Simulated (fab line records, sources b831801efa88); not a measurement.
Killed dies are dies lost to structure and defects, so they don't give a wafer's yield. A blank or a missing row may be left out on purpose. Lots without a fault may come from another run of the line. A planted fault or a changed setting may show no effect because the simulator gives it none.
Which tool did it? | flow sky130 | 11 lots, 33 wafers sampled, at 5 steps of a route of 708

WHAT THE GAUGES READ, wafer by wafer
SKY_SD_P_CD_MEAS_07: target cd 380 nm.
lot  | measured     | on        | cd_nm (nm)
L909 | day 25 12:08 | cd_sem-02 | 380.9 379.7 381.9
L911 | day 26 09:55 | cd_sem-02 | 379.1 379.4 378.6
L913 | day 27 06:05 | cd_sem-01 | 378.8 381.4 381.1
L914 | day 27 11:41 | cd_sem-02 | 372.8 377.2 374.5
L915 | day 27 20:31 | cd_sem-01 | 380.1 378.2 379.3
L916 | day 27 22:08 | cd_sem-01 | 384.6 385.4 383.7
L920 | day 29 14:32 | cd_sem-02 | - - -
L928 | day 32 02:36 | cd_sem-01 | 379.5 380.0 379.8
L929 | day 32 10:07 | cd_sem-01 | 380.0 382.5 382.9
L931 | day 33 03:36 | cd_sem-01 | 377.3 379.6 379.8
L932 | day 33 04:53 | cd_sem-01 | 380.3 378.3 380.9

SKY_SD_P_TW_MEAS_11.
lot  | measured     | on            | SD_P_TW
L909 | day 25 12:32 | film_metro-04 | 2807 2809 2821
L911 | day 26 10:19 | film_metro-01 | 2812 2820 2835
L913 | day 27 06:28 | film_metro-03 | 2806 2818 2809
L914 | day 27 12:05 | film_metro-03 | 2816 2805 2817
L915 | day 27 20:54 | film_metro-04 | 2840 2831 2837
L916 | day 27 22:32 | film_metro-01 | 2826 2811 2820
L920 | day 29 14:56 | film_metro-01 | 30 30 30
L928 | day 32 02:58 | film_metro-03 | 2817 2803 2811
L929 | day 32 10:30 | film_metro-01 | 2856 2849 2851
L931 | day 33 03:59 | film_metro-01 | 2811 2809 2811
L932 | day 33 05:17 | film_metro-04 | 2839 2834 2845

SKY_RES_XHIGH_TW_MEAS_09.
lot  | measured     | on            | RES_XHIGH_TW
L909 | day 26 18:02 | film_metro-01 | 1644 1647 1649
L911 | day 27 14:44 | film_metro-03 | 1635 1636 1629
L913 | day 28 11:10 | film_metro-04 | 1637 1644 1649
L914 | day 28 17:26 | film_metro-03 | 1620 1643 1625
L915 | day 29 01:15 | film_metro-04 | 1655 1653 1646
L916 | day 29 03:41 | film_metro-01 | 1624 1640 1633
L920 | day 30 19:32 | film_metro-04 | 2895 2894 2886
L928 | day 33 06:04 | film_metro-04 | 1641 1643 1644
L929 | day 33 13:27 | film_metro-01 | 1630 1640 1627
L931 | day 34 06:18 | film_metro-03 | 1630 1627 1631
L932 | day 34 08:17 | film_metro-01 | 1644 1646 1633

WHICH TOOL RAN EACH LOT (tool, then ch and the chambers of the sampled wafers, then the start)
lot  | SKY_SONOS_ONO_ETCH_15              | SKY_SD_P_EXPOSE_04
L909 | rie_diel-03 ch 1,3, day 12 17:46   | iline_stepper-02 ch 0, day 24 21:23
L911 | rie_diel-04 ch 0,2, day 13 11:53   | iline_stepper-01 ch 0, day 25 19:16
L913 | rie_diel-02 ch 0,1,3, day 14 08:08 | iline_stepper-02 ch 0, day 26 16:19
L914 | rie_diel-03 ch 0,3, day 14 11:34   | iline_stepper-02 ch 0, day 26 22:05
L915 | rie_diel-04 ch 1,2, day 14 22:31   | iline_stepper-02 ch 0, day 27 06:08
L916 | rie_diel-02 ch 2,3, day 15 04:11   | iline_stepper-01 ch 0, day 27 07:28
L920 | rie_diel-02 ch 0,1,3, day 16 14:44 | iline_stepper-01 ch 0, day 29 00:32
L928 | rie_diel-02 ch 1,2,3, day 19 10:42 | iline_stepper-01 ch 0, day 31 13:31
L929 | rie_diel-02 ch 1,2,3, day 19 15:19 | iline_stepper-01 ch 0, day 31 20:44
L931 | rie_diel-04 ch 0,1,2, day 20 07:16 | iline_stepper-01 ch 0, day 32 13:58
L932 | rie_diel-03 ch 0,1,2, day 20 13:08 | iline_stepper-01 ch 0, day 32 15:20
- SKY_SONOS_ONO_ETCH_15: etches the open film in CHF3/O2, target depth 19.52 nm, time 7.8 s.
- SKY_SD_P_EXPOSE_04: exposes mask PSDM, target cd 380 nm.

WHAT THE TOOLS THEMSELVES READ (means of the sampled wafers that have a number; where no wafer has one, the mark that the record gives instead)
SKY_SONOS_ONO_ETCH_15.
lot  | tool        | drypump_motor_current_A (A) | oes_product_au (a.u.) | rf_fwd_power_W (W) | throttle_valve_pct (%)
L909 | rie_diel-03 | 6.4                         | 0.997                 | 586                | 8.822
L911 | rie_diel-04 | 5.9                         | 1.013                 | 590                | 8.823
L913 | rie_diel-02 | 5.6                         | 0.989                 | 592                | 8.815
L914 | rie_diel-03 | 6.1                         | 0.990                 | 589                | 8.820
L915 | rie_diel-04 | 5.9                         | 0.996                 | 589                | 8.826
L916 | rie_diel-02 | 5.2                         | 1.016                 | 590                | 8.828
L920 | rie_diel-02 | 5.6                         | 0.991                 | 589                | 8.826
L928 | rie_diel-02 | 5.4                         | 0.988                 | 591                | 8.823
L929 | rie_diel-02 | 5.4                         | 0.990                 | 590                | 8.819
L931 | rie_diel-04 | 6.0                         | 1.005                 | 589                | 8.826
L932 | rie_diel-03 | 5.8                         | 0.988                 | 588                | 8.823

SKY_SD_P_EXPOSE_04.
lot  | tool             | exposure_dose_mJ_cm2
L909 | iline_stepper-02 | 138.03
L911 | iline_stepper-01 | 138.07
L913 | iline_stepper-02 | 137.98
L914 | iline_stepper-02 | 137.97
L915 | iline_stepper-02 | 137.96
L916 | iline_stepper-01 | 137.93
L920 | iline_stepper-01 | 138.01
L928 | iline_stepper-01 | 137.81
L929 | iline_stepper-01 | 138.02
L931 | iline_stepper-01 | 137.84
L932 | iline_stepper-01 | 138.05

THE ANSWER, worked out from the rows above alone
Rule: what is usual is taken from the lots themselves. Put in order of their means at a reading, lots are off if they are a third of the lots or fewer, leave a main group of 4 or more, and stand apart from it by a gap of 3 or more times the standard deviation of the main group's means; of several such gaps the widest counts. A main group whose means are all the same, to the digits that the tables above print for the reading, isn't used. A lot without any number at a reading at which 4 lots or more have one is off too. The other lots that the step has rows for count as sound. The gauges are gone through in route order, then the tools' own readings, and for those a lot's mean is taken as printed above. The first step at which some lot is off is used, and at that step the reading that is off furthest; a lot without a number counts as furthest.
Off: L920, at SKY_SD_P_CD_MEAS_07 (cd_nm). Without a number there: L920. The main group: mean 379.9 nm, standard deviation 2.3.
A tool fits if, at a process step before that reading, it ran every lot that is off, and no sound lot after the first of them. The gauges at SKY_SD_P_CD_MEAS_07 aren't tried: what is off there is off at SKY_SD_P_TW_MEAS_11 too, on other tools, and a gauge's error can't cause that. None of those tried fits.

WHAT THE SIMULATOR HAD PUT IN
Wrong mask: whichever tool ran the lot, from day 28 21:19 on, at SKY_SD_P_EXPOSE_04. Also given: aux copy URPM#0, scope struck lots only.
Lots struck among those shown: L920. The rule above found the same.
